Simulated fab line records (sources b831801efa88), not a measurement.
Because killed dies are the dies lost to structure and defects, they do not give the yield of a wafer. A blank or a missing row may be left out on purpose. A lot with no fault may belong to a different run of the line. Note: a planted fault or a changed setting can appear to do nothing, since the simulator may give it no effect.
Problem report, 8D (eight disciplines) form, completed by code || flow sky130 || the parts of the form that need people (team, actions taken, sign-off) are left out

## 1. THE PROBLEM
A mean of 103 s is read at SKY_CONTACT_CMP_04 for time_to_endpoint_s, taken on 1 wafer of 1 lot, against 81 s (standard deviation 3.9) on wafers free of any fault. That is +5.6 standard deviations from the usual mean.
The step: polishes SiO2.
First seen on wafer L237.1, day 34 10:43, on cmp-01. At this step, 36 wafers from 12 lots have a number in the record. Rule for "out", or "out of limits": more than 4 standard deviations from the usual mean. Any other wafer with a number is counted as sound.

## 2. WHAT IT IS, AND WHAT IT ISN'T
{"question": "which readings at this step", "is": "time_to_endpoint_s", "is not": "head_pressure_psi, motor_current_A"}
{"question": "which lots", "is": "L237", "is not": "L227, L229, L230, L233, L234, L235, L236, L239, L247, L248, L249"}
{"question": "which wafers of those lots", "is": "L237.1", "is not": "L237.3, L237.5"}
{"question": "read on which tools", "is": "cmp-01", "is not": "cmp-02"}
{"question": "when", "is": "from day 34 10:43", "is not": "up to then (23 sound wafers); but 12 sound wafers of L239, L247, L248, L249 came after"}

## 3. WHAT RULES OUT EACH SUSPECT
Counting: any tool at a process step up to the reading remains a suspect provided it ran every lot that is out. Sound lots after the first of them don't rule it out here, since some wafers of a struck lot are sound.
- pecvd-04 at SKY_CONTACT_CVD_00 (deposits Si3N4, target thk 75 nm): kept. It ran the lot that is out, L237 (day 34 10:26).
- cmp-01 at SKY_CONTACT_CMP_04 (polishes SiO2): kept. L237, the lot that is out, went through it at day 34 10:43; up to then, the latest sound lot through it was L235 at day 33 17:37. Out on those wafers are its own readings of time_to_endpoint_s.
- pecvd-04, SKY_CONTACT_CVD_00: wafers that are out in chamber 2, sound lot-mates in chambers 0, 1.
- cmp-01, SKY_CONTACT_CMP_04: wafers that are out in chamber 0, sound lot-mates in chambers 1, 2.
After counting, pecvd-04 at SKY_CONTACT_CVD_00 and cmp-01 at SKY_CONTACT_CMP_04 remain.

## 4. THE CAUSE (what the simulator had put in)
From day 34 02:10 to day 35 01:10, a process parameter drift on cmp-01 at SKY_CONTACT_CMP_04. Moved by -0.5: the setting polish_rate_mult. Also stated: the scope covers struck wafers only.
Counting leaves 2 suspects; this tool is one of them.

## 5. THE CHAIN OF EFFECTS, in route order
Each row: a reading whose mean over the struck wafers that have a number lies more than 3 standard deviations from the usual. Scope: only readings with a usual standard deviation given in the record; hours: median across lots of the time from each lot's start at the first step in this table that gives one to its start at this step; sigmas: change in usual standard deviations.
{"hours": 0, "step": "SKY_CONTACT_CMP_04", "reading": "time_to_endpoint_s", "usual": "81 s", "on struck wafers": 103, "change": "+22", "sigmas": "+5.6"}
{"hours": 27, "step": "SKY_CONTACT_ETCH_17", "reading": "oes_product_au", "usual": "0.892 a.u.", "on struck wafers": 0.993, "change": "+0.101", "sigmas": "+19"}
{"hours": 343, "step": "SKY_PAD_OPEN_PROBE_99", "reading": "killed_at_contacts", "usual": 24, "on struck wafers": 210, "change": "+186", "sigmas": "+36"}
{"hours": 343, "step": "SKY_PAD_OPEN_PROBE_99", "reading": "killed_dies", "usual": 86, "on struck wafers": 272, "change": "+186", "sigmas": "+19"}
{"hours": 343, "step": "SKY_PAD_OPEN_PROBE_99", "reading": "killed_on_rim", "usual": 17, "on struck wafers": 87, "change": "+70", "sigmas": "+18"}
It contains these process steps:
- SKY_CONTACT_CMP_04: polishes SiO2.
- SKY_CONTACT_ETCH_17: etches SiO2 in C4F8/O2/Ar, stops on Si3N4, target depth 340 nm.
- SKY_PAD_OPEN_PROBE_99
At these later measuring or inspecting steps, every struck wafer for which the step has a row has a number for every such reading, and none has moved that far: SKY_CONTACT_CD_MEAS_14.

## 6. HOW IT WOULD HAVE BEEN CAUGHT EARLIER
In this record the first reading out of limits was taken at day 34 10:43, 9 hours after the fault began at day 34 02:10.
